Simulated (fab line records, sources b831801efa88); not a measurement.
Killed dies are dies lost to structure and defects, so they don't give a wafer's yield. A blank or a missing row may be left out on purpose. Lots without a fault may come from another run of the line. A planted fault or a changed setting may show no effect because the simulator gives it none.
Chamber matching | flow sky130 | SKY_FIELD_ISO_CMP_27 on cmp-01: 4 sister chambers
The step polishes, stops on Si3N4, t overpolish 16 s, target thk 457.8 nm. 8 wafers are shown with their chamber, then 11 later ones without.

WAFERS WITH THEIR CHAMBER
wafer  | chamber | motor_current_A (A) | time_to_endpoint_s (s)
L082.3 | 2       | 11.4                | 119
L083.6 | 3       | 15.1                | 119
L088.2 | 3       | 14.9                | 115
L088.5 | 0       | 12.6                | 111
L091.1 | 0       | 12.4                | 113
L091.2 | 2       | 11.8                | 124
L091.5 | 1       | 11.5                | 111
L092.1 | 1       | 12.1                | 105

WAFERS WITHOUT THEIR CHAMBER
wafer  | motor_current_A (A) | time_to_endpoint_s (s)
L092.3 | 14.6                | 109
L092.6 | 12.2                | 113
L093.1 | 13.0                | 111
L093.3 | 13.8                | 110
L093.4 | 11.8                | 118
L094.3 | 12.5                | 113
L094.4 | 12.2                | 104
L094.6 | 14.7                | 110
L097.3 | 12.3                | 113
L097.5 | 16.0                | 115
L097.6 | 11.9                | 119

WHICH CHAMBER EACH WENT THROUGH
wafer  | from the rows above          | in truth
L092.3 | 3                            | 3
L092.6 | can't be placed: 0 or 1      | 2
L093.1 | 0                            | 0
L093.3 | can't be placed: 0 or 3      | 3
L093.4 | can't be placed: 2 or 1 or 0 | 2
L094.3 | 0                            | 0
L094.4 | can't be placed: 1 or 0      | 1
L094.6 | 3                            | 3
L097.3 | can't be placed: 0 or 1      | 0
L097.5 | 3                            | 3
L097.6 | can't be placed: 2 or 0      | 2
Placed correctly: 5 of 11. Can't be placed from these rows: 6 (the true chamber is among the candidates in 5). Placed wrongly: 0.
How it was worked out, from the rows above alone: a wafer's distance from a chamber is the root of the sum, over the readings, of the square of ((its reading less the chamber's mean) divided by the reading's scatter). The wafer belongs to the nearest chamber; if the next one is less than 2 further off, it can't be placed. A chamber's mean is the mean of its shown wafers. The scatter: the root of (the sum of the squares of (reading less its chamber's mean) over the shown wafers, divided by (wafers less chambers)).
